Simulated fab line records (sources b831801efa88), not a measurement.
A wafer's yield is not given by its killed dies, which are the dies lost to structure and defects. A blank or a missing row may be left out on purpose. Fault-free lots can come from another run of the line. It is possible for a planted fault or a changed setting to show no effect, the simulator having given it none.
Struck lot and sound lot, side by side || flow sky130 || 22 out of 708 route steps
Sound: these wafers, L410.2, L410.4, L410.5. Wafers L412.2, L412.3, L412.4 were the ones struck. At the end, the cause is stated.
For every step that has rows: the tool of each side, followed by ch and its chambers, followed by its first start. Under that, the readings that differ: sound wafers || struck wafers || difference of the means || sigmas: that difference in standard deviations of wafers without a fault.
alike: same words and numbers on both sides, and readings whose means sit less than 2 such deviations apart. not compared: any withheld reading, any reading some wafer has no value for, any bound like >300 that may hide the same value, and any number with overlapping values for which the record gives no deviation.
Wherever a step has rows on one side only, a row that says differs or no value, or a row with sigmas, the two part there. Non-overlapping numbers with no deviation appear without sigmas and do not part them. Lack of a reading on every wafer of one side parts them only where that side has two or more wafers.

first, 1 step without rows for these wafers: SKY_POLY_GATE_OXIDATION_20 (stabilise 600 s, purge 300 s, target thk 4 nm).
SKY_POLY_GATE_THK_MEAS_21:
  sound on film-metro-04, day 19 08:22; struck on film-metro-02, day 20 15:14
  alike: POLY_GATE_OXIDATION_THK
SKY_POLY_GATE_CD_MEAS_22:
  sound on cd-sem-01, day 19 08:27; struck on cd-sem-02, day 20 15:18
{"reading": "cd-nm (nm)", "sound": "154.0 145.8 146.6", "struck": "153.7 153.5 154.9", "difference": "+5.2", "sigmas": "+2"}
then, 7 steps without rows for these wafers: SKY_LDD_N_DEHYDRATE_00 (time 60 s); SKY_LDD_N_HMDS_01 (prime time 60 s); SKY_LDD_N_COAT_02 (resist thk 300 nm); SKY_LDD_N_SOFTBAKE_03 (time 60 s); SKY_LDD_N_EXPOSE_04 (exposes mask NTM, target cd 840 nm); SKY_LDD_N_PEB_05; SKY_LDD_N_DEVELOP_06 (develop time 60 s).
SKY_LDD_N_OVL_MEAS_07:
  sound on overlay-02, day 20 15:26; struck on overlay-02, day 21 21:32
{"reading": "LDD_N_OVL (nm)", "sound": "1.9 3.1 2.6", "struck": "-2.6 -0.9 -1.7", "difference": -4.3, "sigmas": -3}
after that, 1 step had no rows for these wafers: SKY_LDD_N_IMPLANT_08.
SKY_LDD_N_IMPLANT_09:
  sound on implanter-01 ch 0, day 20 15:38; struck on implanter-01 ch 0, day 21 21:45
{"reading": "dose-ions-cm2", "sound": "7.497e+13 7.515e+13 7.507e+13", "struck": "5.459e+13 5.46e+13 5.457e+13", "difference": -2.048e+13, "sigmas": "-99 or more"}
{"reading": "faraday-current-uA", "sound": "431 425 419", "struck": "310 302 310", "difference": -118, "sigmas": -14}
then, 6 steps without rows for these wafers: SKY_LDD_N_IMPLANT_10; SKY_LDD_N_IMPLANT_11; SKY_LDD_N_IMPLANT_12; SKY_LDD_N_IMPLANT_13; SKY_LDD_N_IMPLANT_14; SKY_LDD_N_IMPLANT_15.
SKY_LDD_N_STRIP_16: strips in O2/N2.
  sound on plasma-asher-01 ch 0,1, day 20 16:40; struck on plasma-asher-01 ch 0,1, day 21 22:46
{"reading": "strip-time-to-endpoint-s (s)", "sound": "4.328 4.342 4.344", "struck": "4.263 4.257 4.238", "difference": -0.085, "sigmas": -4}
  alike: drypump-motor-current-A, o2-flow-sccm, oes-product-au
  not compared: rf-hours-counter-h
SKY_LDD_N_TW_MEAS_17:
  sound on film-metro-03, day 20 16:46; struck on film-metro-02, day 21 22:53
  alike: LDD_N_TW
-- the record jumps here: 27 days lie between the struck wafers' starts before and after (it left off in module LDD_N and takes up again in module PAD_OPEN, whose first step shown is number 708 of the route) --
SKY_PAD_OPEN_PROBE_99:
  sound on prober-01, day 47 19:37; struck on prober-02, day 48 11:28
{"reading": "model.etest.tip-n.rs-ohm-sq", "sound": "440 439.9 442.2", "struck": "473.6 471.9 470.8", "difference": "+31.4", "sigmas": ""}
  alike: killed_at_M0_to_M3, killed_at_M4_up, killed-at-contacts, killed-at-front-end, killed-at-other, killed-dies, killed-open, killed-short

WHERE THEY PART
At SKY_POLY_GATE_CD_MEAS_22 first; at SKY_LDD_N_STRIP_16 last (within this record only). Later steps at which nothing parts them and some readings are alike: SKY_LDD_N_TW_MEAS_17, SKY_PAD_OPEN_PROBE_99.

WHY: the cause the simulator had injected
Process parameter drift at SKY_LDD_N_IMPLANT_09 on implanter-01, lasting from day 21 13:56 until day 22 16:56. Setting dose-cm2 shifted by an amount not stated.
